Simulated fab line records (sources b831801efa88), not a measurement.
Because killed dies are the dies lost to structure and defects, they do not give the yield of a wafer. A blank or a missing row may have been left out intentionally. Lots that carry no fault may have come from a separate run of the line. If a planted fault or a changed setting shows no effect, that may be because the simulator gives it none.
One fault through the eyes of 2 desks ; flow gf180mcu ; only its own numbers are on each desk; what lay behind them is given at the end

== METROLOGY DESK ==
Lot by lot, what the gauges showed, no matter which tool ran the lot: averages of those sampled wafers that carry a number. If a lot's mean is further than 4 standard deviations from the usual mean, the lot is out of limits and carries the mark OUT (the distance appears in the brackets).
Columns: A = V1_OVL at GF_V1_OVL_MEAS_15, usual -3 nm
lot;first seen here;A
L775;day 18 09:44;-3
L776;day 18 23:46;-6
L777;day 19 01:25;3
L778;day 19 16:59;-8
L779;day 20 00:56;-13
L781;day 20 19:31;0
L782;day 21 01:49;5
L783;day 21 13:16;3
L784;day 21 23:14;-12
L785;day 22 06:04;-1
L786;day 22 18:10;1
L787;day 22 23:10;-2
L797;day 26 04:23;2
This desk found nothing out of limits on any of the 13 lots.

== FOR THE TOOL OWNER'S DESK: pvd_sputter-03 ==
At GF_M2_SPUTTER_04 (material TiN, target thk 50 nm, time 41.7 s) the tool's own readings: per lot run on this tool, the mean of the sampled wafers that have a number. If a lot's mean is further than 4 standard deviations from the usual mean, the lot is out of limits and carries the mark OUT (the distance appears in the brackets).
Columns: A = chamber_pressure_pa at GF_M2_SPUTTER_04, usual 0.4000 Pa; B = throttle_valve_pct at GF_M2_SPUTTER_04, usual 30.5 %
lot;first seen here;A;B
L775;day 18 11:19;0.3993;30.7
L777;day 19 02:59;0.4000;31.0
L781;day 20 21:07;0.3997;30.5
L784;day 22 00:52;0.3991;31.1
L785;day 22 07:40;0.3999;30.8
L786;day 22 20:05;0.3995;31.0
L787;day 23 00:45;0.4117 (+14) OUT;30.4
This desk finds L787 out of limits, L787 being first, at day 23 00:45 (chamber_pressure_pa at GF_M2_SPUTTER_04). Within limits: L775, L777, L781, L784, L785, L786.

== ALL TOGETHER ==
The tool owner's desk could have raised an alarm at day 23 00:45, on L787.
At the metrology desk, nothing out of limits was observed.
The metrology desk has L787 on record, within its limits.
Of the lots named, all ran GF_M2_SPUTTER_04 on pvd_sputter-03.

== WHAT HAD BEEN PUT IN BY THE SIMULATOR ==
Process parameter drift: pvd_sputter-03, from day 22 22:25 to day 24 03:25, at GF_M2_SPUTTER_04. Setting chamber_pressure_pa shifted by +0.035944 from 0.4. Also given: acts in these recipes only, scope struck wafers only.
Lots struck among those shown: L787.
Each desk's first reading out of limits, in hours after the fault started: the tool owner's desk, 2.
